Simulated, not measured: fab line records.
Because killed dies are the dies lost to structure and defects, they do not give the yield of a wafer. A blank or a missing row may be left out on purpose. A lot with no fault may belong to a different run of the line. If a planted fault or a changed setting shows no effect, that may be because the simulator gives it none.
fab line records -- flow sky130
record lots=13, wafers=39, last_day=50
route steps=708 shown VT_ADJUST_HVTR@140 VT_ADJUST_PCH@153 SONOS_ONO@169 PAD_OPEN@708
lots untouched by any fault: they come from a run of this same line in which no faults occurred
start_h: hours from the record's first day to the start of the lot's first wafer shown -- wait_h: hours since the lot's step before -- " repeats the value in the row above -- L1.1+2: a single row standing in for several wafers -- - no value present, or no start provided -- * or withheld: withheld -- < > ~ a bound
route shown NAME@n: NAME is a module with steps in the file, n the number in the route of the first one -- usual: mean and standard deviation over wafers with no fault -- same: alike in all rows -- chamber/n: place in a boat -- sites: readings site by site -- _std_site: how widely they spread, as a standard deviation -- _edge_site: inner sites' mean taken away from outer sites' mean -- radius_mm: how far each site lies from the wafer's centre -- mask NAME#n: copy n -- behind: the last tool/chamber to shape the wafer -- hold: what put the lot on hold/how long, in hours/how the hold closed -- device: the transistor (n, p or np) that didn't switch -- end of line: the same wafers' tests at the end of the route -- a step given without rows: its recipe and nothing more -- killed: at the first sort, the dies lost to defects and structure; wafer yield is something else -- map: the dies of a wafer, with x for killed, . for not killed, _ for no die there
set.NAME: the setting as run; set.NAME@STEP: as run at that earlier step -- model.NAME: the simulator's own value behind a step, which no gauge read
one table for each step of the route and one row for each wafer, over a sample of lots
services: a tool's chamber out of use, with start hour (start_h, from the record's first day; less than 0 if before it), hours out, and reason
## steps
# step SKY_VT_ADJUST_HVTR_IMPLANT_09
# recipe species=B, energy_kev=10, dose_cm2=2.1e+12, tilt_deg=withheld
# usual dose_ions_cm2=2.0999e+12/2.1e+09, faraday_current_uA=11.85/0.24
lot.wafer,tool,chamber,start_h,wait_h,dose_ions_cm2,faraday_current_uA
L588.1,implanter-01,0,207.72,0.0,2.0979e+12,11.79
L588.4,implanter-01,0,207.72,0.0,2.0988e+12,11.81
L588.6,implanter-01,0,207.72,0.0,2.0947e+12,11.57
L589.2,implanter-04,0,212.56,0.0,2.1021e+12,11.88
L589.3,implanter-04,0,212.56,0.0,2.0994e+12,11.49
L589.6,implanter-04,0,212.56,0.0,2.0977e+12,11.76
L595.2,implanter-02,0,257.17,0.0,2.085e+11,1.17
L595.3,implanter-02,0,257.17,0.0,2.101e+11,1.18
L595.5,implanter-02,0,257.17,0.0,2.088e+11,1.20
L596.2,implanter-02,0,265.12,0.0,2.108e+11,1.18
L596.5,implanter-02,0,265.12,0.0,2.1e+11,1.19
L596.6,implanter-02,0,265.12,0.0,2.114e+11,1.20
L600.2,implanter-04,0,291.67,0.0,2.1e+12,11.91
L600.5,implanter-04,0,291.67,0.0,2.1014e+12,11.90
L600.6,implanter-04,0,291.67,0.0,2.099e+12,11.72
L604.2,implanter-01,0,317.34,0.0,2.1001e+12,12.04
L604.3,implanter-01,0,317.34,0.0,2.1012e+12,11.81
L604.5,implanter-01,0,317.34,0.0,2.1017e+12,11.77
L605.1,implanter-01,0,324.19,0.0,2.1027e+12,11.76
L605.3,implanter-01,0,324.19,0.0,2.0967e+12,11.74
L605.6,implanter-01,0,324.19,0.0,2.1015e+12,11.85
L606.2,implanter-02,0,332.06,0.0,2.1005e+12,12.17
L606.3,implanter-02,0,332.06,0.0,2.1015e+12,11.92
L606.4,implanter-02,0,332.06,0.0,2.0985e+12,11.76
L607.1,implanter-02,0,339.27,0.0,2.0987e+12,11.70
L607.3,implanter-02,0,339.27,0.0,2.1016e+12,11.85
L607.5,implanter-02,0,339.27,0.0,2.1004e+12,11.92
L608.2,implanter-02,0,346.02,0.0,2.1023e+12,12.40
L608.3,implanter-02,0,346.02,0.0,2.103e+12,11.71
L608.5,implanter-02,0,346.02,0.0,2.1031e+12,11.74
L609.1,implanter-02,0,355.09,0.0,2.1013e+12,11.31
L609.3,implanter-02,0,355.09,0.0,2.1013e+12,12.04
L609.6,implanter-02,0,355.09,0.0,2.102e+12,11.97
L610.1,implanter-02,0,360.94,0.0,2.0999e+12,12.03
L610.3,implanter-02,0,360.94,0.0,2.1008e+12,11.41
L610.4,implanter-02,0,360.94,0.0,2.1025e+12,12.04
L611.1,implanter-04,0,364.67,0.0,2.0988e+12,11.92
L611.3,implanter-04,0,364.67,0.0,2.0959e+12,11.66
L611.4,implanter-04,0,364.67,0.0,2.1001e+12,11.99
# step SKY_VT_ADJUST_HVTR_TW_MEAS_11
# usual VT_ADJUST_HVTR_TW=210.4/1.4
lot.wafer,tool,chamber,start_h,wait_h,VT_ADJUST_HVTR_TW
L588.1,film_metro-01,-,207.97,0.1,210.5
L588.4,film_metro-01,-,207.97,0.1,212.2
L588.6,film_metro-01,-,207.97,0.1,211.2
L589.2,film_metro-03,-,212.80,0.1,207.8
L589.3,film_metro-03,-,212.80,0.1,207.6
L589.6,film_metro-03,-,212.80,0.1,207.5
L595.2,film_metro-04,-,257.40,0.1,117.9
L595.3,film_metro-04,-,257.40,0.1,116.5
L595.5,film_metro-04,-,257.40,0.1,115.7
L596.2,film_metro-01,-,265.35,0.1,116.6
L596.5,film_metro-01,-,265.35,0.1,115.2
L596.6,film_metro-01,-,265.35,0.1,115.6
L600.2,film_metro-03,-,291.90,0.1,207.3
L600.5,film_metro-03,-,291.90,0.1,208.4
L600.6,film_metro-03,-,291.90,0.1,207.5
L604.2,film_metro-01,-,317.58,0.1,211.9
L604.3,film_metro-01,-,317.58,0.1,212.0
L604.5,film_metro-01,-,317.58,0.1,212.5
L605.1,film_metro-01,-,324.44,0.1,210.9
L605.3,film_metro-01,-,324.44,0.1,212.7
L605.6,film_metro-01,-,324.44,0.1,211.5
L606.2,film_metro-03,-,332.30,0.1,208.6
L606.3,film_metro-03,-,332.30,0.1,209.2
L606.4,film_metro-03,-,332.30,0.1,208.3
L607.1,film_metro-04,-,339.52,0.1,210.1
L607.3,film_metro-04,-,339.52,0.1,211.6
L607.5,film_metro-04,-,339.52,0.1,210.6
L608.2,film_metro-04,-,346.25,0.1,210.6
L608.3,film_metro-04,-,346.25,0.1,210.4
L608.5,film_metro-04,-,346.25,0.1,211.9
L609.1,film_metro-01,-,355.36,0.1,211.0
L609.3,film_metro-01,-,355.36,0.1,210.2
L609.6,film_metro-01,-,355.36,0.1,211.1
L610.1,film_metro-04,-,361.19,0.1,210.2
L610.3,film_metro-04,-,361.19,0.1,209.2
L610.4,film_metro-04,-,361.19,0.1,209.8
L611.1,film_metro-03,-,364.92,0.1,208.5
L611.3,film_metro-03,-,364.92,0.1,208.3
L611.4,film_metro-03,-,364.92,0.1,207.5
# step SKY_VT_ADJUST_PCH_TW_MEAS_10
# usual VT_ADJUST_PCH_TW=141.5/0.77
lot.wafer,tool,chamber,start_h,wait_h,VT_ADJUST_PCH_TW
L588.1,film_metro-03,-,230.87,0.1,142.1
L588.4,film_metro-03,-,230.87,0.1,141.7
L588.6,film_metro-03,-,230.87,0.1,142.2
L589.2,film_metro-03,-,235.27,0.1,142.2
L589.3,film_metro-03,-,235.27,0.1,142.6
L589.6,film_metro-03,-,235.27,0.1,141.2
L595.2,film_metro-02,-,282.42,0.1,141.5
L595.3,film_metro-02,-,282.42,0.1,141.7
L595.5,film_metro-02,-,282.42,0.1,142.0
L596.2,film_metro-04,-,290.23,0.1,141.7
L596.5,film_metro-04,-,290.23,0.1,142.0
L596.6,film_metro-04,-,290.23,0.1,142.5
L600.2,film_metro-03,-,316.47,0.1,140.3
L600.5,film_metro-03,-,316.47,0.1,140.7
L600.6,film_metro-03,-,316.47,0.1,140.2
L604.2,film_metro-03,-,342.32,0.1,141.2
L604.3,film_metro-03,-,342.32,0.1,140.3
L604.5,film_metro-03,-,342.32,0.1,140.7
L605.1,film_metro-04,-,349.22,0.1,142.5
L605.3,film_metro-04,-,349.22,0.1,142.8
L605.6,film_metro-04,-,349.22,0.1,142.8
L606.2,film_metro-03,-,356.98,0.1,141.0
L606.3,film_metro-03,-,356.98,0.1,140.4
L606.4,film_metro-03,-,356.98,0.1,140.6
L607.1,film_metro-03,-,365.42,0.1,141.5
L607.3,film_metro-03,-,365.42,0.1,141.7
L607.5,film_metro-03,-,365.42,0.1,142.0
L608.2,film_metro-02,-,373.53,0.1,141.3
L608.3,film_metro-02,-,373.53,0.1,141.7
L608.5,film_metro-02,-,373.53,0.1,141.3
L609.1,film_metro-02,-,383.42,0.1,141.2
L609.3,film_metro-02,-,383.42,0.1,140.8
L609.6,film_metro-02,-,383.42,0.1,140.3
L610.1,film_metro-02,-,388.97,0.1,141.1
L610.3,film_metro-02,-,388.97,0.1,141.1
L610.4,film_metro-02,-,388.97,0.1,141.7
L611.1,film_metro-02,-,392.82,0.1,141.6
L611.3,film_metro-02,-,392.82,0.1,141.4
L611.4,film_metro-02,-,392.82,0.1,141.1
# step SKY_SONOS_ONO_THK_MEAS_01
# recipe reads=SiO2_of_SONOS_ONO_OXIDATION_00
# usual SONOS_ONO_OXIDATION_THK=2.63/0.05
lot.wafer,tool,chamber,start_h,wait_h,SONOS_ONO_OXIDATION_THK[nm]
L588.1,film_metro-01,-,255.87,0.0,2.64
L588.4,film_metro-01,-,255.87,0.0,2.62
L588.6,film_metro-01,-,255.87,0.0,2.68
L589.2,film_metro-03,-,260.34,0.0,2.76
L589.3,film_metro-03,-,260.34,0.0,2.70
L589.6,film_metro-03,-,260.34,0.0,2.65
L595.2,film_metro-03,-,309.28,0.0,2.65
L595.3,film_metro-03,-,309.28,0.0,2.67
L595.5,film_metro-03,-,309.28,0.0,2.63
L596.2,film_metro-03,-,320.47,0.0,2.66
L596.5,film_metro-03,-,320.47,0.0,2.65
L596.6,film_metro-03,-,320.47,0.0,2.65
L600.2,film_metro-02,-,346.73,0.0,2.54
L600.5,film_metro-02,-,346.73,0.0,2.66
L600.6,film_metro-02,-,346.73,0.0,2.53
L604.2,film_metro-03,-,373.90,0.0,2.61
L604.3,film_metro-03,-,373.90,0.0,2.68
L604.5,film_metro-03,-,373.90,0.0,2.65
L605.1,film_metro-03,-,379.44,0.0,2.68
L605.3,film_metro-03,-,379.44,0.0,2.73
L605.6,film_metro-03,-,379.44,0.0,2.68
L606.2,film_metro-03,-,390.76,0.0,2.59
L606.3,film_metro-03,-,390.76,0.0,2.62
L606.4,film_metro-03,-,390.76,0.0,2.61
L607.1,film_metro-03,-,396.16,0.0,2.59
L607.3,film_metro-03,-,396.16,0.0,2.62
L607.5,film_metro-03,-,396.16,0.0,2.60
L608.2,film_metro-01,-,403.57,0.0,2.58
L608.3,film_metro-01,-,403.57,0.0,2.58
L608.5,film_metro-01,-,403.57,0.0,2.53
L609.1,film_metro-01,-,414.12,0.0,2.54
L609.3,film_metro-01,-,414.12,0.0,2.59
L609.6,film_metro-01,-,414.12,0.0,2.62
L610.1,film_metro-01,-,420.41,0.0,2.58
L610.3,film_metro-01,-,420.41,0.0,2.55
L610.4,film_metro-01,-,420.41,0.0,2.59
L611.1,film_metro-03,-,423.81,0.0,2.68
L611.3,film_metro-03,-,423.81,0.0,2.65
L611.4,film_metro-03,-,423.81,0.0,2.60
# step SKY_SONOS_ONO_THK_MEAS_05
# recipe reads=SiO2_of_SONOS_ONO_CVD_04
# usual SONOS_ONO_CVD_04_THK=5.80/0.12
lot.wafer,tool,chamber,start_h,wait_h,SONOS_ONO_CVD_04_THK[nm]
L588.1,film_metro-02,-,260.12,0.0,5.72
L588.4,film_metro-02,-,260.12,0.0,5.84
L588.6,film_metro-02,-,260.12,0.0,5.86
L589.2,film_metro-01,-,262.97,0.0,5.92
L589.3,film_metro-01,-,262.97,0.0,6.04
L589.6,film_metro-01,-,262.97,0.0,6.06
L595.2,film_metro-02,-,311.76,0.1,5.90
L595.3,film_metro-02,-,311.76,0.1,5.91
L595.5,film_metro-02,-,311.76,0.1,6.00
L596.2,film_metro-01,-,322.89,0.0,5.53
L596.5,film_metro-01,-,322.89,0.0,5.63
L596.6,film_metro-01,-,322.89,0.0,5.77
L600.2,film_metro-02,-,350.41,0.0,5.93
L600.5,film_metro-02,-,350.41,0.0,5.83
L600.6,film_metro-02,-,350.41,0.0,5.86
L604.2,film_metro-03,-,376.76,0.0,5.83
L604.3,film_metro-03,-,376.76,0.0,5.69
L604.5,film_metro-03,-,376.76,0.0,5.73
L605.1,film_metro-02,-,382.08,0.0,5.82
L605.3,film_metro-02,-,382.08,0.0,5.81
L605.6,film_metro-02,-,382.08,0.0,5.81
L606.2,film_metro-03,-,393.45,0.0,5.84
L606.3,film_metro-03,-,393.45,0.0,5.82
L606.4,film_metro-03,-,393.45,0.0,5.76
L607.1,film_metro-02,-,398.83,0.0,5.92
L607.3,film_metro-02,-,398.83,0.0,6.02
L607.5,film_metro-02,-,398.83,0.0,5.96
L608.2,film_metro-01,-,406.43,0.0,5.61
L608.3,film_metro-01,-,406.43,0.0,5.67
L608.5,film_metro-01,-,406.43,0.0,5.63
L609.1,film_metro-01,-,419.53,0.0,5.67
L609.3,film_metro-01,-,419.53,0.0,5.77
L609.6,film_metro-01,-,419.53,0.0,5.80
L610.1,film_metro-02,-,422.83,0.0,5.76
L610.3,film_metro-02,-,422.83,0.0,5.66
L610.4,film_metro-02,-,422.83,0.0,5.75
L611.1,film_metro-02,-,426.23,0.0,5.90
L611.3,film_metro-02,-,426.23,0.0,5.75
L611.4,film_metro-02,-,426.23,0.0,5.91
# step SKY_PAD_OPEN_PROBE_99
# usual killed_at_M0_to_M3=43/6.1, killed_at_M4_up=3.5/2, killed_at_contacts=25/5.1, killed_at_front_end=14/4.2, killed_at_other=0.3/0.55, killed_dies=86/8.3, killed_open=46/7.2, killed_short=39/6
# same gross_dies=492, killed_at_back_side=0
lot.wafer,tool,chamber,start_h,wait_h,killed_at_M0_to_M3,killed_at_M4_up,killed_at_contacts,killed_at_front_end,killed_at_other,killed_dies,killed_open,killed_short
L607.1,prober-02,-,1178.17,0.1,51,4,17,23,0,95,49,46
L607.3,prober-02,-,1178.27,0.2,48,4,28,20,0,100,56,44
L607.5,prober-02,-,1178.37,0.2,51,2,25,19,0,97,43,53
# killed by level:class
L607.1 VIA1:geometric_particle:open=10 METAL1:geometric_particle:short=9 FIELD_ISO:geometric_particle:short=8 VIA3:geometric_particle:open=7 CONTACT:geometric_particle:open=6 FIELD_ISO:geometric_particle:open=6 VIA3:geometric_particle:short=6 POLY_GATE:geometric_particle:short=5
L607.3 CONTACT:geometric_particle:open=17 VIA3:geometric_particle:open=12 VIA1:geometric_particle:open=8 METAL1:geometric_particle:short=7 VIA3:geometric_particle:short=7 POLY_GATE:geometric_particle:open=5 FIELD_ISO:geometric_particle:open=4 POLY_GATE:geometric_particle:short=4
L607.5 CONTACT:geometric_particle:open=10 METAL1:geometric_particle:short=10 VIA3:geometric_particle:open=8 VIA1:geometric_particle:open=6 VIA2:geometric_particle:open=6 POLY_GATE:geometric_particle:short=5 CONTACT:geometric_particle:short=5 VIA1:geometric_particle:short=5
## services
tool,chamber,start_h,hours,kind
implanter-02,-,206.83,10.1,pm
implanter-04,-,229.63,1.9,repair
implanter-02,-,276.88,1.3,repair
implanter-01,-,290.57,6.9,repair
implanter-02,-,305.41,2.2,repair
implanter-01,-,332.22,1.5,repair
implanter-01,-,347.82,20.6,repair
## key
first_sign step=SKY_VT_ADJUST_HVTR_IMPLANT_09, reading=dose_ions_cm2, direction=down, sigmas=99+, usual=*, struck=*
effect step=SKY_VT_ADJUST_HVTR_IMPLANT_09, reading=faraday_current_uA, direction=down, sigmas=44, usual=11.85, struck=1.19
effect step=SKY_VT_ADJUST_HVTR_TW_MEAS_11, reading=VT_ADJUST_HVTR_TW, direction=down, sigmas=67, usual=210.4, struck=116.2
met_at SKY_VT_ADJUST_HVTR_IMPLANT_09
struck_lots L595,L596
tester_left_out L595,L596
not_acting_at SKY_VT_ADJUST_PCH_TW_MEAS_10,SKY_SONOS_ONO_THK_MEAS_01,SKY_SONOS_ONO_THK_MEAS_05
fault kind=process_parameter_drift, tool=implanter-02, chamber=-, onset_h=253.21, steps=SKY_VT_ADJUST_HVTR_IMPLANT_09, channel=dose_cm2, offset=*, shape=step, end_h=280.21, acts_in=*, stated=*
# tester_left_out: of these lots the tester's yield and bins aren't shown, on N5 and GAA mostly nor the transistor test; their killed dies are dies lost to structure and defects alone, not to doping, threshold or leakage, so they don't give the yield
